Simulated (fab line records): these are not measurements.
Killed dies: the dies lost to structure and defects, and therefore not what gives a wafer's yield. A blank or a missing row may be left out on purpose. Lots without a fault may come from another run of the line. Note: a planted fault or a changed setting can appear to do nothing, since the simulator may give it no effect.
Which of the tools did it? / flow gf180mcu / at 1 step of a route of 602, 12 lots with 36 wafers sampled

WHAT THE GAUGES SHOWED, per wafer
GF_M1_CD_MEAS_14: the cd target is 230 nm.
lot=L075; measured=day 17 08:21; on=cd-sem-01; cd-nm (nm)=228.5 229.0 228.0
lot=L077; measured=day 18 07:17; on=cd-sem-01; cd-nm (nm)=231.0 229.6 230.2
lot=L079; measured=day 19 00:43; on=cd-sem-01; cd-nm (nm)=230.0 229.8 231.0
lot=L081; measured=day 19 14:17; on=cd-sem-02; cd-nm (nm)=228.4 227.6 227.8
lot=L083; measured=day 20 18:41; on=cd-sem-01; cd-nm (nm)=231.8 230.9 231.7
lot=L085; measured=day 21 08:37; on=cd-sem-02; cd-nm (nm)=230.2 231.4 230.9
lot=L087; measured=day 22 05:51; on=cd-sem-02; cd-nm (nm)=231.0 231.1 230.2
lot=L089; measured=day 22 19:07; on=cd-sem-01; cd-nm (nm)=230.1 229.6 231.0
lot=L091; measured=day 23 08:37; on=cd-sem-02; cd-nm (nm)=231.9 231.1 231.6
lot=L093; measured=day 23 20:20; on=cd-sem-02; cd-nm (nm)=229.9 230.1 229.4
lot=L095; measured=day 24 13:37; on=cd-sem-02; cd-nm (nm)=228.2 228.5 228.4
lot=L097; measured=day 25 09:32; on=cd-sem-02; cd-nm (nm)=231.0 230.7 229.8

TOOL THAT RAN EACH LOT (tool first, then ch and the chambers of the sampled wafers, then the start)
The record holds no process step before these readings.

THE ANSWER, worked out from the rows above alone
Rule: what is usual is taken from the lots themselves. Put in order of their means at a reading, lots are off if they are a third of the lots or fewer, leave a main group of 4 or more, and stand apart from it by a gap of 3 or more times the standard deviation of the main group's means; of several such gaps the widest counts. The tables above print the reading to a certain number of digits; a main group whose means all agree to those digits is not used. Also off: a lot with no number at a reading for which 4 or more lots have one. All remaining lots with rows at the step are treated as sound.
No lot is off on any of the readings shown, so nothing can be concluded from this.

WHAT THE SIMULATOR HAD PUT IN
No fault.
